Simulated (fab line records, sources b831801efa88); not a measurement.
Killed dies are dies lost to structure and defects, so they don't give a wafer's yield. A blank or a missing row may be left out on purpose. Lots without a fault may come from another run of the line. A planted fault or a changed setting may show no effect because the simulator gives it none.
Which tool did it? | flow sky130 | 14 lots, 42 wafers sampled, at 2 steps of a route of 708

WHAT THE GAUGES READ, wafer by wafer
The record holds no reading of a measuring or inspecting step that can be judged against a usual standard deviation.

WHICH TOOL RAN EACH LOT (tool, then ch and the chambers of the sampled wafers, then the start)
lot  | SKY_FIELD_ISO_WET_ETCH_28      | SKY_PAD_OPEN_PROBE_99
L577 | wet_bench-04 ch 2, day 3 03:36 | -
L579 | wet_bench-01 ch 3, day 3 16:02 | -
L580 | wet_bench-04 ch 2, day 3 16:20 | -
L581 | wet_bench-04 ch 1, day 4 01:37 | prober-02, day 47 22:25
L582 | wet_bench-01 ch 3, day 4 01:41 | prober-01, day 47 14:22
L583 | wet_bench-02 ch 1, day 4 10:08 | prober-02, day 48 14:07
L584 | wet_bench-02 ch 0, day 4 10:25 | prober-01, day 48 12:10
L586 | wet_bench-02 ch 0, day 4 18:27 | prober-01, day 48 17:44
L587 | wet_bench-01 ch 3, day 5 01:23 | prober-02, day 49 13:07
L590 | wet_bench-02 ch 3, day 5 05:34 | -
L595 | wet_bench-01 ch 3, day 6 10:06 | -
L596 | wet_bench-01 ch 0, day 6 13:35 | -
L597 | wet_bench-04 ch 0, day 6 17:23 | -
L598 | wet_bench-04 ch 0, day 6 21:47 | -
- SKY_FIELD_ISO_WET_ETCH_28: etches SiO2 in dHF, target depth 23.7 nm, time 47 s.
- SKY_PAD_OPEN_PROBE_99

WHAT THE TOOLS THEMSELVES READ (means of the sampled wafers that have a number; where no wafer has one, the mark that the record gives instead)
SKY_FIELD_ISO_WET_ETCH_28. Usual: bath_heat_duty_pct 6.4 %, standard deviation 0.69; run_length_s 76 s, standard deviation 3.3.
lot  | tool         | bath_heat_duty_pct (%) | run_length_s (s) | flag
L577 | wet_bench-04 | 6.2                    | 79               |
L579 | wet_bench-01 | 6.4                    | 74               |
L580 | wet_bench-04 | 6.0                    | 81               |
L581 | wet_bench-04 | 6.5                    | 80               |
L582 | wet_bench-01 | 5.8                    | 72               |
L583 | wet_bench-02 | 6.5                    | 75               |
L584 | wet_bench-02 | 6.0                    | 74               |
L586 | wet_bench-02 | 5.6                    | 81               |
L587 | wet_bench-01 | 6.1                    | 81               |
L590 | wet_bench-02 | 6.8                    | 75               |
L595 | wet_bench-01 | 6.0                    | 80               |
L596 | wet_bench-01 | 6.3                    | 76               |
L597 | wet_bench-04 | 7.3                    | 109              | OFF
L598 | wet_bench-04 | 7.7                    | 110              | OFF

SKY_PAD_OPEN_PROBE_99. Usual: killed_at_M0_to_M3 44, standard deviation 6.9; killed_at_M4_up 3.3, standard deviation 1.7; killed_at_contacts 24, standard deviation 5.5; killed_at_front_end 16, standard deviation 4.5; killed_at_other 0.2, standard deviation 0.46; killed_dies 87, standard deviation 9.1; killed_on_rim 17, standard deviation 3.6; killed_open 48, standard deviation 7.3; killed_short 39, standard deviation 6.2.
lot  | tool      | killed_at_M0_to_M3 | killed_at_M4_up | killed_at_contacts | killed_at_front_end | killed_at_other | killed_dies | killed_on_rim | killed_open | killed_short | flag
L581 | prober-02 | 47                 | 1.0             | 25                 | 20                  | 0.0             | 93          | 21            | 45          | 48           |
L582 | prober-01 | 47                 | 2.0             | 16                 | 20                  | 0.0             | 85          | 17            | 54          | 31           |
L583 | prober-02 | 41                 | 2.3             | 28                 | 17                  | 0.3             | 88          | 16            | 48          | 38           |
L584 | prober-01 | 37                 | 2.3             | 21                 | 18                  | 0.0             | 78          | 19            | 46          | 32           |
L586 | prober-01 | 36                 | 3.0             | 30                 | 16                  | 0.3             | 85          | 18            | 48          | 36           |
L587 | prober-02 | 51                 | 2.7             | 23                 | 13                  | 0.0             | 90          | 15            | 42          | 48           |

THE ANSWER, worked out from the rows above alone
Rule: a lot is off if the mean of its wafers that have a number lies more than 3 standard deviations from the usual mean. A lot without any number at a reading at which 4 lots or more have one is off too. The other lots that the step has rows for count as sound. The gauges are gone through in route order, then the tools' own readings, and for those a lot's mean is taken as printed above. The first step at which some lot is off is used, and at that step the reading that is off furthest; a lot without a number counts as furthest.
Off: L597, L598, at SKY_FIELD_ISO_WET_ETCH_28 (run_length_s).
A tool fits if, at that step or a process step before it, it ran every lot that is off, and no sound lot after the first of them. One fits: wet_bench-04 at SKY_FIELD_ISO_WET_ETCH_28. Its last sound lot is L581 (day 4 01:37), its first lot that is off L597 (day 6 17:23): a fault that began between those two fits.
The tool's own readings at SKY_FIELD_ISO_WET_ETCH_28 bear it out: on the lots that are off they differ by more than 5 times the standard deviation of the sound lots' means. run_length_s reads 110 s there against 77 s on the sound lots.

WHAT THE SIMULATOR HAD PUT IN
Process parameter drift: wet_bench-04, from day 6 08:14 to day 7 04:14, at SKY_FIELD_ISO_WET_ETCH_28. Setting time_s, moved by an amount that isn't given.
Lots struck among those shown: L597, L598. The rule above found the same.
